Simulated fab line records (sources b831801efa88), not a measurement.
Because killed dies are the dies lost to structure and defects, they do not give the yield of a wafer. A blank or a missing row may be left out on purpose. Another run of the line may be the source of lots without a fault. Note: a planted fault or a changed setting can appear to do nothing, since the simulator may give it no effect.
fab line records ; flow sky130
[record] lots = 15; wafers = 45; last-day = 50
route steps=708 shown SONOS_TUNNEL@160 POLY_CUT@319 RES_XHIGH@341 SD_N@353
lots with no fault: from the same line, run without faults
start-h: hours from the record's first day to the start of the lot's first wafer shown ; wait-h: hours since the lot's step before ; " identical to the entry in the row above ; L1.1+2: a single row standing in for several wafers ; - no value, or no start was given ; * or withheld: withheld ; < > ~ a bound
route shown NAME@n: names a module that has steps shown in the file, with the first one's number in the route ; usual: the fault-free wafers' mean and standard deviation ; same: alike in all rows ; chamber/n: place in a boat ; sites: per-site readings ; _std_site: the standard deviation of these ; _edge_site: mean of outer sites minus mean of inner sites ; radius-mm: how far each site lies from the wafer's centre ; mask NAME#n: copy n ; behind: the last tool/chamber to shape the wafer ; hold: the reason the lot was held/the length of the hold in hours/how it ended ; device: which transistor (n, p or np) failed to switch ; end of line: the same wafers' tests at the end of the route ; a step without rows: its recipe alone ; killed: count of dies lost to structure and defects at first sort (not the wafer's yield) ; map: per-die view of a wafer (x killed, . not killed, _ where there is no die)
set.NAME: the run value of the setting; set.NAME@STEP: its run value at that earlier step ; model.NAME: the simulator's own value behind a step, which no gauge read
a sample of lots followed through the steps of the route, with each step as a table and each wafer as a row
services: a tool's chamber out of use, with start hour (start-h, from the record's first day; less than 0 if before it), hours out, and reason
[[steps]]
[step SKY_SONOS_TUNNEL_DEVELOP_06]
[recipe] resist = NOVOLAK; developer = TMAH; develop-time-s = 60; dev-temp-c = 23
[usual] chill-plate-temp-C = 22.99/0.087; develop-time-s = 60/0
lot.wafer;tool;chamber;start-h;wait-h;chill-plate-temp-C;develop-time-s
L362.2;litho-track-02;0;256.95;0.1;23.00;60
L362.3;litho-track-02;0;256.95;0.1;23.00;60
L362.6;litho-track-02;0;256.95;0.1;22.93;60
L363.3;litho-track-04;0;260.90;0.1;22.94;60
L363.4;litho-track-04;0;260.90;0.1;22.84;60
L363.6;litho-track-04;0;260.90;0.1;22.95;60
L366.2;litho-track-02;0;289.70;0.1;23.11;60
L366.3;litho-track-02;0;289.70;0.1;23.07;60
L366.4;litho-track-02;0;289.70;0.1;22.99;60
L367.2;litho-track-01;0;294.78;0.1;23.02;60
L367.3;litho-track-01;0;294.78;0.1;22.97;60
L367.6;litho-track-01;0;294.78;0.1;23.06;60
L369.1;litho-track-01;0;307.15;0.1;22.88;60
L369.3;litho-track-01;0;307.15;0.1;22.81;60
L369.6;litho-track-01;0;307.15;0.1;22.95;60
L370.1;litho-track-01;0;319.35;0.1;23.07;60
L370.2;litho-track-01;0;319.35;0.1;23.06;60
L370.3;litho-track-01;0;319.35;0.1;23.04;60
L372.3;litho-track-01;0;333.25;0.1;22.86;60
L372.5;litho-track-01;0;333.25;0.1;22.98;60
L372.6;litho-track-01;0;333.25;0.1;22.96;60
L377.1;litho-track-02;-;384.92;0.1;-;-
L377.2;litho-track-02;-;384.92;0.1;-;-
L377.3;litho-track-02;-;384.92;0.1;-;-
L378.1;litho-track-01;-;391.80;0.1;-;-
L378.2;litho-track-01;-;391.80;0.1;-;-
L378.5;litho-track-01;-;391.80;0.1;-;-
L379.4;litho-track-04;-;396.03;0.1;-;-
L379.5;litho-track-04;-;396.03;0.1;-;-
L379.6;litho-track-04;-;396.03;0.1;-;-
L380.2;litho-track-04;0;399.48;0.1;22.92;60
L380.5;litho-track-04;0;399.48;0.1;22.91;60
L380.6;litho-track-04;0;399.48;0.1;23.04;60
L381.1;litho-track-01;0;404.75;0.1;22.88;60
L381.4;litho-track-01;0;404.75;0.1;22.87;60
L381.5;litho-track-01;0;404.75;0.1;22.99;60
L382.3;litho-track-01;0;418.80;0.1;22.89;60
L382.4;litho-track-01;0;418.80;0.1;22.84;60
L382.6;litho-track-01;0;418.80;0.1;23.00;60
L383.4;litho-track-01;0;423.48;0.1;23.08;60
L383.5;litho-track-01;0;423.48;0.1;23.01;60
L383.6;litho-track-01;0;423.48;0.1;22.94;60
L384.2;litho-track-04;0;431.13;0.1;23.00;60
L384.3;litho-track-04;0;431.13;0.1;22.86;60
L384.4;litho-track-04;0;431.13;0.1;23.06;60
[step SKY_POLY_CUT_STRIP_12]
[recipe] chemistry = O2/N2; power-w = 1400; pressure-mtorr = 1500; platen-temp-c = withheld; o2-flow-sccm = 3000; n2-flow-sccm = 300; overash-fraction = 0.5
[usual] chamber-pressure-mTorr = 1500.0/1.3; drypump-motor-current-A = 5.7/0.35; oes-product-au = 0.453/0.0045; strip-time-to-endpoint-s = 5.358/0.017
lot.wafer;tool;chamber;start-h;wait-h;chamber-pressure-mTorr;drypump-motor-current-A;oes-product-au;rf-hours-counter-h;strip-time-to-endpoint-s
L362.2;plasma-asher-04;0;562.79;0.0;1500.6;5.8;0.452;13;5.355
L362.3;plasma-asher-04;1;562.79;0.0;1499.1;6.0;0.455;-;5.372
L362.6;plasma-asher-04;1;562.79;0.0;1501.9;6.0;0.460;-;5.352
L363.3;plasma-asher-01;0;575.84;0.1;1499.5;5.3;0.452;-;5.354
L363.4;plasma-asher-01;1;575.84;0.1;1499.0;5.5;0.449;-;5.367
L363.6;plasma-asher-01;1;575.84;0.1;1499.3;5.5;0.459;-;5.367
L366.2;plasma-asher-01;1;611.64;0.0;1502.0;5.5;0.457;95;5.382
L366.3;plasma-asher-01;1;611.64;0.0;1502.2;5.5;0.457;-;5.384
L366.4;plasma-asher-01;0;611.64;0.0;1498.3;5.3;0.449;-;5.354
L367.2;plasma-asher-01;0;625.56;0.0;1499.4;5.3;0.448;96;5.342
L367.3;plasma-asher-01;1;625.56;0.0;1498.7;5.5;0.455;-;5.353
L367.6;plasma-asher-01;1;625.56;0.0;1500.1;5.5;0.453;-;5.351
L369.1;plasma-asher-04;0;628.94;0.0;1498.8;5.7;0.446;20;5.373
L369.3;plasma-asher-04;1;628.94;0.0;1501.0;6.0;0.451;-;5.365
L369.6;plasma-asher-04;1;628.94;0.0;1499.9;6.0;0.452;-;5.357
L370.1;plasma-asher-04;1;630.76;0.0;1497.7;6.0;0.454;20;5.356
L370.2;plasma-asher-04;0;630.76;0.0;1499.0;5.7;0.454;20;5.360
L370.3;plasma-asher-04;1;630.76;0.0;1498.2;6.0;0.456;-;5.342
L372.3;plasma-asher-02;1;646.14;0.1;1500.1;6.2;0.455;-;5.359
L372.5;plasma-asher-02;0;646.14;0.1;1499.7;5.2;0.460;-;5.374
L372.6;plasma-asher-02;1;646.14;0.1;1498.7;6.2;0.454;-;5.343
L380.2;plasma-asher-01;0;721.51;0.0;1498.4;5.3;0.456;106;5.402
L380.5;plasma-asher-01;0;721.51;0.0;1498.5;5.3;0.455;-;5.381
L380.6;plasma-asher-01;1;721.51;0.0;1497.8;5.5;0.460;-;5.373
L381.1;plasma-asher-04;1;722.34;0.0;1498.1;6.0;0.450;29;5.348
L381.4;plasma-asher-04;1;722.34;0.0;1501.9;6.0;0.455;-;5.370
L381.5;plasma-asher-04;1;722.34;0.0;1499.2;6.0;0.444;-;5.365
L382.3;plasma-asher-04;0;728.82;0.1;1498.1;5.7;0.459;-;5.342
L382.4;plasma-asher-04;1;728.82;0.1;1500.9;6.0;0.463;-;5.331
L382.6;plasma-asher-04;1;728.82;0.1;1500.4;6.0;0.452;-;5.361
L383.4;plasma-asher-02;0;734.08;0.1;1499.0;5.1;0.450;-;5.367
L383.5;plasma-asher-02;0;734.08;0.1;1499.4;5.1;0.450;-;5.354
L383.6;plasma-asher-02;1;734.08;0.1;1497.8;6.2;0.453;-;5.359
L384.2;plasma-asher-02;1;742.26;0.0;1501.3;6.2;0.457;62;5.362
L384.3;plasma-asher-02;1;742.26;0.0;1501.6;6.2;0.448;-;5.390
L384.4;plasma-asher-02;0;742.26;0.0;1501.0;5.2;0.450;-;5.359
[step SKY_RES_XHIGH_TW_MEAS_09]
[usual] RES_XHIGH_TW = 1647/24
lot.wafer;tool;chamber;start-h;wait-h;RES_XHIGH_TW
L362.2;film-metro-02;-;621.13;0.1;1661
L362.3;film-metro-02;-;621.13;0.1;1663
L362.6;film-metro-02;-;621.13;0.1;1648
L363.3;film-metro-01;-;634.34;0.1;1655
L363.4;film-metro-01;-;634.34;0.1;1649
L363.6;film-metro-01;-;634.34;0.1;1660
L366.2;film-metro-01;-;667.36;0.1;1634
L366.3;film-metro-01;-;667.36;0.1;1644
L366.4;film-metro-01;-;667.36;0.1;1633
L367.2;film-metro-02;-;681.13;0.1;1671
L367.3;film-metro-02;-;681.13;0.1;1666
L367.6;film-metro-02;-;681.13;0.1;1663
L369.1;film-metro-01;-;685.60;0.1;1651
L369.3;film-metro-01;-;685.60;0.1;1661
L369.6;film-metro-01;-;685.60;0.1;1645
L370.1;film-metro-01;-;685.77;0.1;1643
L370.2;film-metro-01;-;685.77;0.1;1647
L370.3;film-metro-01;-;685.77;0.1;1650
L372.3;film-metro-02;-;701.24;0.1;1659
L372.5;film-metro-02;-;701.24;0.1;1658
L372.6;film-metro-02;-;701.24;0.1;1662
L380.2;film-metro-02;-;776.31;0.1;1662
L380.5;film-metro-02;-;776.31;0.1;1666
L380.6;film-metro-02;-;776.31;0.1;1671
L381.1;film-metro-04;-;777.17;0.1;1594
L381.4;film-metro-04;-;777.17;0.1;1597
L381.5;film-metro-04;-;777.17;0.1;1597
L382.3;film-metro-02;-;783.09;0.1;1659
L382.4;film-metro-02;-;783.09;0.1;1673
L382.6;film-metro-02;-;783.09;0.1;1658
L383.4;film-metro-01;-;787.35;0.1;1653
L383.5;film-metro-01;-;787.35;0.1;1647
L383.6;film-metro-01;-;787.35;0.1;1646
L384.2;film-metro-04;-;795.16;0.1;1602
L384.3;film-metro-04;-;795.16;0.1;1595
L384.4;film-metro-04;-;795.16;0.1;1606
[step SKY_SD_N_STRIP_11]
[recipe] chemistry = O2/N2; power-w = 1400; pressure-mtorr = 1500; platen-temp-c = withheld; o2-flow-sccm = 3000; n2-flow-sccm = 300; overash-fraction = 0.5
[usual] chamber-pressure-mTorr = 1499.9/1.4; drypump-motor-current-A = 5.8/0.33; oes-product-au = 0.527/0.0043; strip-time-to-endpoint-s = 22.56/0.037
lot.wafer;tool;chamber;start-h;wait-h;chamber-pressure-mTorr;drypump-motor-current-A;oes-product-au;rf-hours-counter-h;strip-time-to-endpoint-s
L362.2;plasma-asher-03;0;650.41;0.1;1500.8;6.2;0.527;80;22.54
L362.3;plasma-asher-03;0;650.41;0.1;1498.1;6.2;0.527;-;22.54
L362.6;plasma-asher-03;1;650.41;0.1;1501.6;6.2;0.519;-;22.51
L363.3;plasma-asher-01;1;662.14;0.1;1498.8;5.5;0.533;-;22.62
L363.4;plasma-asher-01;0;662.14;0.1;1498.2;5.3;0.532;-;22.63
L363.6;plasma-asher-01;0;662.14;0.1;1501.2;5.3;0.527;-;22.63
L366.2;plasma-asher-01;0;695.71;0.1;1500.3;5.3;0.532;103;22.57
L366.3;plasma-asher-01;1;695.71;0.1;1499.5;5.5;0.526;-;22.56
L366.4;plasma-asher-01;0;695.71;0.1;1502.1;5.3;0.529;-;22.53
L367.2;plasma-asher-01;0;708.22;0.1;1499.8;5.3;0.523;104;22.59
L367.3;plasma-asher-01;1;708.22;0.1;1498.6;5.5;0.528;-;22.58
L367.6;plasma-asher-01;1;708.22;0.1;1501.3;5.5;0.527;-;22.55
L369.1;plasma-asher-01;0;713.82;0.1;1499.8;5.3;0.524;105;22.57
L369.3;plasma-asher-01;0;713.82;0.1;1498.5;5.3;0.531;-;22.62
L369.6;plasma-asher-01;0;713.82;0.1;1499.0;5.3;0.530;-;22.56
L370.1;plasma-asher-04;1;714.06;0.1;1501.0;6.0;0.531;28;22.53
L370.2;plasma-asher-04;0;714.06;0.1;1498.6;5.8;0.525;28;22.58
L370.3;plasma-asher-04;1;714.06;0.1;1501.1;6.0;0.528;-;22.52
L372.3;plasma-asher-01;1;728.94;0.1;1502.2;5.5;0.521;-;22.51
L372.5;plasma-asher-01;0;728.94;0.1;1498.0;5.3;0.522;-;22.50
L372.6;plasma-asher-01;1;728.94;0.1;1500.2;5.5;0.530;-;22.55
L380.2;plasma-asher-01;1;802.16;0.1;1497.5;5.5;0.533;6;22.59
L380.5;plasma-asher-01;0;802.16;0.1;1499.0;5.3;0.528;-;22.54
L380.6;plasma-asher-01;1;802.16;0.1;1498.0;5.5;0.519;-;22.57
L381.1;plasma-asher-04;1;803.41;0.1;1500.4;6.0;0.532;37;22.55
L381.4;plasma-asher-04;0;803.41;0.1;1500.0;5.7;0.531;-;22.59
L381.5;plasma-asher-04;0;803.41;0.1;1503.7;5.8;0.530;-;22.56
L382.3;plasma-asher-03;0;809.39;0.1;1499.6;6.2;0.530;-;22.50
L382.4;plasma-asher-03;1;809.39;0.1;1500.4;6.2;0.525;-;22.54
L382.6;plasma-asher-03;1;809.39;0.1;1500.1;6.2;0.536;-;22.55
L383.4;plasma-asher-04;0;814.33;0.1;1501.1;5.7;0.531;-;22.50
L383.5;plasma-asher-04;0;814.33;0.1;1500.1;5.7;0.530;-;22.53
L383.6;plasma-asher-04;1;814.33;0.1;1500.2;6.0;0.521;-;22.56
L384.2;plasma-asher-04;0;821.52;0.1;1498.7;5.7;0.521;39;22.58
L384.3;plasma-asher-04;1;821.52;0.1;1499.3;6.0;0.528;-;22.57
L384.4;plasma-asher-04;0;821.52;0.1;1498.4;5.8;0.527;-;22.56
[[services]]
tool;chamber;start-h;hours;kind
plasma-asher-02;-;328.95;5.1;repair
plasma-asher-02;-;343.80;2.8;pm
plasma-asher-01;-;380.61;15.6;pm
litho-track-01;-;383.24;-;consumable-replace:filter
plasma-asher-03;-;414.37;14.3;repair
plasma-asher-04;-;421.25;9.0;pm
plasma-asher-04;0;421.25;9.0;vent-cycle
plasma-asher-04;1;421.25;9.0;vent-cycle
plasma-asher-04;0;430.25;-;clean
plasma-asher-04;1;430.25;-;clean
plasma-asher-02;-;470.61;3.7;repair
plasma-asher-04;-;513.86;2.8;repair
plasma-asher-03;-;565.38;2.8;pm
plasma-asher-03;-;582.89;2.7;repair
plasma-asher-03;-;630.04;1.9;repair
plasma-asher-02;-;700.98;5.1;repair
plasma-asher-03;-;724.65;2.9;repair
litho-track-01;-;732.42;-;consumable-replace:filter
plasma-asher-01;-;733.75;9.0;pm
plasma-asher-01;0;733.75;9.0;vent-cycle
plasma-asher-01;1;733.75;9.0;vent-cycle
plasma-asher-01;0;742.75;-;clean
plasma-asher-01;1;742.75;-;clean
plasma-asher-04;-;787.64;0.7;repair
[[key]]
[first-sign] step = SKY_SONOS_TUNNEL_DEVELOP_06; reading = tool-record; direction = missing
effect none on later readings
met-at SKY_SONOS_TUNNEL_DEVELOP_06
struck-lots L377,L378,L379
later-rows-left-out L377.1,L377.2,L377.3,L378.1,L378.2,L378.5,L379.4,L379.5,L379.6
sort-left-out L377.1,L377.2,L377.3,L378.1,L378.2,L378.5,L379.4,L379.5,L379.6
tester-left-out L377,L378,L379
not-acting-at SKY_POLY_CUT_STRIP_12,SKY_RES_XHIGH_TW_MEAS_09,SKY_SD_N_STRIP_11
onset-between 333.25 384.92
[fault] kind = skipped-step-whole; tool = litho-track-01,litho-track-02,litho-track-04; chamber = -; onset-h = 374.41; steps = SKY_SONOS_TUNNEL_DEVELOP_06; scope = struck-lots-only
// tester-left-out: of these lots the tester's yield and bins aren't shown, on N5 and GAA mostly nor the transistor test; their killed dies are dies lost to structure and defects alone, not to doping, threshold or leakage, so they don't give the yield
// sort-left-out: the simulated sort isn't trusted on such a fault, so these wafers' sort isn't shown, and their yield isn't known
// later-rows-left-out: the simulator's readings of these wafers behind a module that went badly wrong aren't trusted and aren't shown, but for the sort
